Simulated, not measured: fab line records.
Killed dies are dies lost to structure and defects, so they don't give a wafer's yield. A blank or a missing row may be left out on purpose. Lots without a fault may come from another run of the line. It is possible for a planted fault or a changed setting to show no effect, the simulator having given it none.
A single fault, viewed from 2 desks | flow sky130 | every desk sees just its own numbers, and what lay behind them comes last

== FROM THE METROLOGY DESK ==
Means of the sampled wafers that have a number, per lot and without regard to the tool the lot ran on: this is what the gauges read. A lot is out of limits, marked OUT, if its mean lies more than 4 standard deviations from the usual mean; the brackets give that distance.
Columns: A = cdNm at SKY_SONOS_TUNNEL_CD_MEAS_07, usual 409.6 nm; B = LDD_HVN_OVL at SKY_LDD_HVN_OVL_MEAS_07, usual 0.2 nm; C = cdNm at SKY_METAL1_CD_MEAS_15, usual 139.7 nm
lot  | first seen here | A                | B    | C
L388 | day 11 15:44    | 411.0            | 1.8  | 139.5
L389 | day 11 18:57    | 406.2            | -0.9 | 139.7
L391 | day 12 07:41    | 411.5            | -1.5 | 138.9
L392 | day 12 19:40    | 408.3            | 2.3  | 141.1
L393 | day 12 22:32    | 410.1            | 0.0  | 140.9
L394 | day 13 07:26    | 408.0            | -0.6 | 137.0
L395 | day 13 15:20    | 407.5            | 1.3  | 140.6
L397 | day 14 09:14    | 410.6            | -1.4 | 141.0
L405 | day 16 22:30    | 420.9 (+4.5) OUT | 1.8  | 138.3
L406 | day 17 13:02    | 417.2            | -1.1 | 141.7
L408 | day 18 06:37    | 405.5            | -0.3 | 139.1
L410 | day 18 16:50    | 411.5            | -0.7 | 139.9
L411 | day 20 07:18    | 411.2            | 0.8  | 139.9
This desk's verdict: out of limits on L405, starting with L405 at day 16 22:30 (cdNm at SKY_SONOS_TUNNEL_CD_MEAS_07). Within limits: L388, L389, L391, L392, L393, L394, L395, L397, L406, L408, L410, L411.

== AT THE TOOL OWNER'S DESK: lithoTrack-02 ==
The tool's own readings at SKY_SONOS_TUNNEL_COAT_02 (resist thk 1140 nm): means of the sampled wafers that have a number, for each lot that ran on this tool. A lot is out of limits, marked OUT, if its mean lies more than 4 standard deviations from the usual mean; the brackets give that distance.
Columns: A = spinSpeedRpm at SKY_SONOS_TUNNEL_COAT_02, usual 3000.0 rpm
lot  | first seen here | A
L391 | day 11 20:02    | 3001.7
L395 | day 13 02:53    | 2997.1
L405 | day 16 07:46    | 3001.6
L406 | day 16 22:05    | 2999.9
This desk's finding: nothing out of limits on any of the 4 lots.

== ALL TOGETHER ==
The metrology desk could have raised an alarm at day 16 22:30, on L405.
Nothing out of limits was seen by the tool owner's desk.
The tool owner's desk has L405 on record, within its limits.
Every lot named ran SKY_SONOS_TUNNEL_COAT_02 on lithoTrack-02.

== WHAT THE SIMULATOR HAD INSERTED ==
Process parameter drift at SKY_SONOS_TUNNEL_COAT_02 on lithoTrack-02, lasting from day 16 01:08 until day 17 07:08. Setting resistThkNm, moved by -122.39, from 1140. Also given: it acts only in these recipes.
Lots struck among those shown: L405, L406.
Time in hours between the start of the fault and the first out-of-limits reading at each desk: metrology desk, 21.
